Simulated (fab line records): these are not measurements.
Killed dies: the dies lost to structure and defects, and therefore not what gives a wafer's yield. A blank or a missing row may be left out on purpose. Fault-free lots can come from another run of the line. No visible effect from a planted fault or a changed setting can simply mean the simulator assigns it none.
A struck lot beside a sound one ; flow sky130 ; 16 out of 708 route steps
Sound: wafers L633.1, L633.2, L633.5. Struck: wafers L632.1, L632.2 (left out: L632.5, a lot-mate that was not struck); the cause follows at the end.
Each step with rows lists, per side, the tool, then ch with its chambers, then its first start. Under that, the readings that differ: sound wafers ; struck wafers ; difference of the means ; sigmas: that difference in standard deviations of wafers without a fault.
alike: readings with means less than 2 such deviations apart, plus words and numbers identical on both sides. not compared: withheld readings, readings lacking a value on some wafer, bounds such as >300 that could conceal the same value, and numbers that have no deviation in the record and whose values overlap.
The two part at a step that has a row with sigmas, a row that says differs or no value, or rows on one side only. When numbers do not overlap yet have no deviation, they are printed without sigmas and do not part them. Lack of a reading on every wafer of one side parts them only where that side has two or more wafers.

first, 2 steps without rows for these wafers: SKY_METAL3_PEB_11; SKY_METAL3_DEVELOP_12 (develop time 60 s).
SKY_METAL3_CD_MEAS_13: target cd 300 nm.
  struck on cdSem-02, day 42 14:20; sound on cdSem-01, day 42 17:22
  alike: cdNm
SKY_METAL3_OVL_MEAS_14:
  struck on overlay-01, day 42 14:28; sound on overlay-01, day 42 17:29
  alike: METAL3_OVL
SKY_METAL3_DESCUM_15: chemistry O2, time 8 s.
  sound on rieMetal-02 ch 0,1, day 42 17:31; struck on rieMetal-01 ch 0,1, day 42 14:30
  alike: drypumpMotorCurrentA, oesProductAu
  not compared: rfHoursCounterH
SKY_METAL3_ETCH_16: etches BARC in N2/H2, stops on SiO2, time 88.2 s, target depth 60 nm.
  sound on rieMetal-02 ch 0,1, day 42 17:33; struck on rieMetal-01 ch 0,1, day 42 14:32
  alike: drypumpMotorCurrentA, oesProductAu, throttleValvePct
  not compared: rfHoursCounterH
SKY_METAL3_ETCH_17: etches SiO2 in C4F8/O2/Ar, stops on TiN, time 3.9 s, target depth 15 nm.
  sound on rieDiel-03 ch 0,1,2, day 42 17:38; struck on rieDiel-04 ch 0,2, day 42 14:38
  alike: oesProductAu
  not compared: rfHoursCounterH
then, 1 step without rows for these wafers: SKY_METAL3_METAL_ETCH_18 (etches the open film in Cl2/BCl3, stops on SiO2, target depth 845 nm, time 183.1 s).
SKY_METAL3_STRIP_19: strips in O2/N2.
  sound on plasmaAsher-02 ch 0,1, day 42 17:50; struck on plasmaAsher-02 ch 0,1, day 42 14:50
  alike: drypumpMotorCurrentA, oesProductAu, stripTimeToEndpointS
  not compared: rfHoursCounterH
then, 3 steps without rows for these wafers: SKY_METAL3_STRIP_20 (strips in post etch residue remover, time 1200 s); SKY_METAL3_CLEAN_21 (cleans in IPA, time 180 s); SKY_METAL3_CLEAN_22 (cleans in O3/DIW).
SKY_VIA3_HDPCVD_00: deposits SiO2, target thk 1635 nm, time 272.5 s.
  sound on hdpcvd-02 ch 0,1,2, day 42 18:26; struck on hdpcvd-01 ch 0,2, day 42 15:25
reading;sound;struck;difference;sigmas
runLengthS (s);300.2 300.4 299.8;247.5 246.8;-53.0;-99 or more
model.SiO2_of_VIA3_HDPCVD_00.thkNm (nm);1620 1623 1591;1294 1292;-318;
  alike: sih4FlowSccm
SKY_VIA3_THK_MEAS_01:
  struck on filmMetro-03, day 42 15:35; sound on filmMetro-04, day 42 18:36
reading;sound;struck;difference;sigmas
VIA3_HDPCVD_THK (nm);1620 1623 1590;1294 1292;-318;-17
SKY_VIA3_CMP_02: polishes SiO2.
  sound on cmp-01 ch 1,3, day 42 18:43; struck on cmp-01 ch 0,1, day 42 15:39
  alike: motorCurrentA
-- the record jumps here: 7 days lie between the struck wafers' starts before and after (it left off in module VIA3 and takes up again in module PAD_OPEN, whose first step shown is number 708 of the route) --
SKY_PAD_OPEN_PROBE_99:
  struck on prober-01, day 49 03:39; sound on prober-01, day 49 07:10
  alike: defectLimitedYield, killed_at_M0_to_M3, killed_at_M4_up, killedAtContacts, killedAtFrontEnd, killedAtOther, killedDies, killedOpen, killedShort, sort_bin_3_pad_short, sort_bin_5_function, sort_bin_6_memory, sortNPass, sortYieldPct

== WHERE THEY PART ==
Last at SKY_VIA3_THK_MEAS_01 as far as this record goes, first at SKY_VIA3_HDPCVD_00. Later steps at which nothing parts them and some readings are alike: SKY_VIA3_CMP_02, SKY_PAD_OPEN_PROBE_99.

WHY: what had been put in by the simulator
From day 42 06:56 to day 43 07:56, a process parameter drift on hdpcvd-01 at SKY_VIA3_HDPCVD_00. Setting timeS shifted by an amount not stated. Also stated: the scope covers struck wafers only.
